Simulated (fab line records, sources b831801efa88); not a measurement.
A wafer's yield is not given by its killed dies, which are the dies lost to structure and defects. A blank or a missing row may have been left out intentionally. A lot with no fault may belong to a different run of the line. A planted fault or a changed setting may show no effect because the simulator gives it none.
The tool behind it: which one? :: flow sfq_line :: 7 lots, 21 wafers sampled, at 1 step of a route of 325

WHAT THE GAUGES READ, wafer by wafer
SFQ_L0_RS_MEAS_901: a four-point-probe measurement.
lot: L237
measured: day 1 17:34
on: film_metro-04
L0_MONX_KI_RS (ohm/sq): 42.7 43.2 43.9

lot: L240
measured: day 2 08:36
on: film_metro-02
L0_MONX_KI_RS (ohm/sq): 44.4 44.0 43.6

lot: L243
measured: day 2 23:34
on: film_metro-01
L0_MONX_KI_RS (ohm/sq): 43.5 42.7 43.1

lot: L245
measured: day 3 09:34
on: film_metro-04
L0_MONX_KI_RS (ohm/sq): 43.3 43.7 43.3

lot: L247
measured: day 3 19:35
on: film_metro-01
L0_MONX_KI_RS (ohm/sq): 43.2 43.2 43.4

lot: L250
measured: day 4 10:36
on: film_metro-01
L0_MONX_KI_RS (ohm/sq): 44.2 43.8 43.7

lot: L259
measured: day 6 07:34
on: film_metro-04
L0_MONX_KI_RS (ohm/sq): 43.6 43.8 43.8

WHICH TOOL RAN EACH LOT (tool, then ch and the chambers of the sampled wafers, then the start)
No process step before these readings appears in the record.

THE ANSWER, worked out from the rows above alone
Rule: the lots themselves supply what counts as usual. The widest of any qualifying gaps counts: lots, ordered by their means at a reading, are off when they make up no more than a third of the lots, leave a main group of 4 or more, and stand apart from it by 3 or more times the standard deviation of that group's means. The tables above print the reading to a certain number of digits; a main group whose means all agree to those digits is not used. A lot without any number at a reading at which 4 lots or more have one is off too. All remaining lots with rows at the step are treated as sound.
None of the lots is off at any reading shown; this tells nothing.

WHAT HAD BEEN PUT IN BY THE SIMULATOR
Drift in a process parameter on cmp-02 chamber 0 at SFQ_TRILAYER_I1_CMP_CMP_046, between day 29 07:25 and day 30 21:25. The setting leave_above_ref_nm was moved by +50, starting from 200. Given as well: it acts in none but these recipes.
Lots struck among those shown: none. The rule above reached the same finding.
